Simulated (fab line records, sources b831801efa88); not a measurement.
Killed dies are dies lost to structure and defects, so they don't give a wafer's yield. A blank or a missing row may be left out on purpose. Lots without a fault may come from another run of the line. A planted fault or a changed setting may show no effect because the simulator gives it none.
Which tool did it? | flow sky130 | 13 lots, 39 wafers sampled, at 4 steps of a route of 708

WHAT THE GAUGES READ, wafer by wafer
SKY_VT_ADJUST_PCH_OVL_MEAS_07. Usual: VT_ADJUST_PCH_OVL -0.4 nm, standard deviation 1.6.
lot  | measured     | on         | VT_ADJUST_PCH_OVL (nm) | flag
L138 | day 10 20:30 | overlay-01 | -0.4 -1.4 0.4          |
L140 | day 11 00:52 | overlay-01 | -4.1 -3.2 -4.4         |
L141 | day 11 09:15 | overlay-01 | 0.7 -2.0 -0.8          |
L142 | day 12 00:07 | overlay-01 | -0.1 -0.5 -0.9         |
L143 | day 12 02:57 | overlay-01 | -3.5 -1.5 0.8          |
L146 | day 12 22:58 | overlay-01 | -0.6 0.9 0.4           |
L147 | day 13 07:27 | overlay-01 | 0.1 0.2 0.0            |
L148 | day 13 12:31 | overlay-02 | -1.2 0.1 0.7           |
L151 | day 14 18:46 | overlay-02 | 1.2 2.5 1.9            |
L152 | day 14 23:29 | overlay-01 | -1.9 -1.9 -2.4         |
L156 | day 16 04:37 | overlay-01 | 0.6 -0.5 0.3           |
L158 | day 16 18:20 | overlay-01 | -3.7 -3.0 -2.3         |
L161 | day 18 04:24 | overlay-02 | -0.5 -1.7 -1.1         |

SKY_VT_ADJUST_PCH_TW_MEAS_10. Usual: VT_ADJUST_PCH_TW 143.0, standard deviation 1.7.
lot  | measured     | on            | VT_ADJUST_PCH_TW  | flag
L138 | day 10 20:47 | film_metro-03 | 144.2 144.1 144.7 |
L140 | day 11 01:10 | film_metro-01 | 139.7 139.0 139.9 |
L141 | day 11 09:32 | film_metro-03 | 144.7 144.6 144.6 |
L142 | day 12 00:24 | film_metro-03 | 143.5 143.2 144.5 |
L143 | day 12 03:14 | film_metro-01 | 142.0 141.1 141.5 |
L146 | day 12 23:15 | film_metro-01 | 141.8 141.2 141.2 |
L147 | day 13 07:44 | film_metro-01 | 141.0 141.3 141.2 |
L148 | day 13 12:49 | film_metro-01 | 140.8 141.2 140.5 |
L151 | day 14 19:03 | film_metro-03 | 143.7 144.0 144.9 |
L152 | day 14 23:46 | film_metro-01 | 102.2 102.6 101.9 | OFF
L156 | day 16 04:55 | film_metro-03 | 143.6 143.9 144.4 |
L158 | day 16 18:38 | film_metro-04 | 104.4 104.5 104.0 | OFF
L161 | day 18 04:41 | film_metro-04 | 145.4 146.1 145.9 |

SKY_VIA1_CD_MEAS_12: target cd 150 nm. Usual: cd_nm 150.2 nm, standard deviation 1.5.
lot  | measured     | on        | cd_nm (nm)        | flag
L138 | day 34 16:22 | cd_sem-02 | 147.7 148.0 148.4 |
L140 | day 35 00:10 | cd_sem-01 | 149.9 153.7 153.3 |
L141 | day 35 04:56 | cd_sem-02 | 152.7 152.4 151.3 |
L142 | day 35 17:37 | cd_sem-02 | 149.9 148.9 148.0 |
L143 | day 35 18:37 | cd_sem-02 | 151.0 151.4 149.6 |
L146 | day 36 18:29 | cd_sem-01 | 147.3 149.3 150.4 |
L147 | day 37 16:10 | cd_sem-02 | 150.1 149.8 149.1 |
L148 | day 37 17:26 | cd_sem-02 | 148.8 151.0 150.5 |
L151 | day 38 14:17 | cd_sem-02 | 150.0 149.4 147.5 |
L152 | day 38 16:59 | cd_sem-02 | 149.6 149.7 149.3 |
L156 | day 39 18:23 | cd_sem-02 | 151.2 151.3 151.7 |
L158 | day 40 07:26 | cd_sem-01 | 150.4 149.6 150.4 |
L161 | day 41 09:35 | cd_sem-01 | 150.2 151.3 152.0 |

WHICH TOOL RAN EACH LOT (tool, then ch and the chambers of the sampled wafers, then the start)
lot  | SKY_VT_ADJUST_PCH_IMPLANT_08
L138 | implanter-02 ch 0, day 10 20:32
L140 | implanter-03 ch 0, day 11 00:55
L141 | implanter-03 ch 0, day 11 09:17
L142 | implanter-04 ch 0, day 12 00:10
L143 | implanter-02 ch 0, day 12 03:00
L146 | implanter-03 ch 0, day 12 23:01
L147 | implanter-02 ch 0, day 13 07:29
L148 | implanter-03 ch 0, day 13 12:34
L151 | implanter-04 ch 0, day 14 18:49
L152 | implanter-04 ch 0, day 14 23:32
L156 | implanter-02 ch 0, day 16 04:40
L158 | implanter-04 ch 0, day 16 18:26
L161 | implanter-03 ch 0, day 18 04:26
- SKY_VT_ADJUST_PCH_IMPLANT_08

WHAT THE TOOLS THEMSELVES READ (means of the sampled wafers that have a number; where no wafer has one, the mark that the record gives instead)
SKY_VT_ADJUST_PCH_IMPLANT_08. Usual: beam_on_s 10.02 s, standard deviation 0.19; dose_ions_cm2 5e+11, standard deviation 4.5e+08; faraday_current_uA 2.81, standard deviation 0.052.
lot  | tool         | beam_on_s (s) | dose_ions_cm2 | faraday_current_uA | flag
L138 | implanter-02 | 10.06         | 5e+11         | 2.81               |
L140 | implanter-03 | 9.96          | 5e+11         | 2.82               |
L141 | implanter-03 | 10.01         | 5e+11         | 2.82               |
L142 | implanter-04 | 9.96          | 5e+11         | 2.83               |
L143 | implanter-02 | 9.79          | 5e+11         | 2.87               |
L146 | implanter-03 | 10.00         | 5e+11         | 2.82               |
L147 | implanter-02 | 9.92          | 5e+11         | 2.84               |
L148 | implanter-03 | 9.90          | 5e+11         | 2.84               |
L151 | implanter-04 | 10.09         | 5e+11         | 2.80               |
L152 | implanter-04 | 9.95          | 1e+11         | 0.78               | OFF
L156 | implanter-02 | 9.93          | 5e+11         | 2.85               |
L158 | implanter-04 | 10.10         | 1e+11         | 0.76               | OFF
L161 | implanter-03 | 9.94          | 5e+11         | 2.83               |

THE ANSWER, worked out from the rows above alone
Rule: a lot is off if the mean of its wafers that have a number lies more than 3 standard deviations from the usual mean. A lot without any number at a reading at which 4 lots or more have one is off too. The other lots that the step has rows for count as sound. The gauges are gone through in route order, then the tools' own readings, and for those a lot's mean is taken as printed above. The first step at which some lot is off is used, and at that step the reading that is off furthest; a lot without a number counts as furthest.
Off: L152, L158, at SKY_VT_ADJUST_PCH_TW_MEAS_10 (VT_ADJUST_PCH_TW).
A tool fits if, at a process step before that reading, it ran every lot that is off, and no sound lot after the first of them. The gauges at SKY_VT_ADJUST_PCH_TW_MEAS_10 aren't tried: what is off there is off at SKY_VT_ADJUST_PCH_IMPLANT_08 too, on other tools, and a gauge's error can't cause that. One fits: implanter-04 at SKY_VT_ADJUST_PCH_IMPLANT_08. Its last sound lot is L151 (day 14 18:49), its first lot that is off L152 (day 14 23:32): a fault that began between those two fits.
The tool's own readings at SKY_VT_ADJUST_PCH_IMPLANT_08 bear it out: on the lots that are off they differ by more than 5 times the standard deviation of the sound lots' means. dose_ions_cm2 reads 1e+11 there against 5e+11 on the sound lots; faraday_current_uA reads 0.77 there against 2.83 on the sound lots.

WHAT THE SIMULATOR HAD PUT IN
Process parameter drift: implanter-04, from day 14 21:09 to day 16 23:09, at SKY_VT_ADJUST_PCH_IMPLANT_08. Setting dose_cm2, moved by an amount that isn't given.
Lots struck among those shown: L152, L158. The rule above found the same.
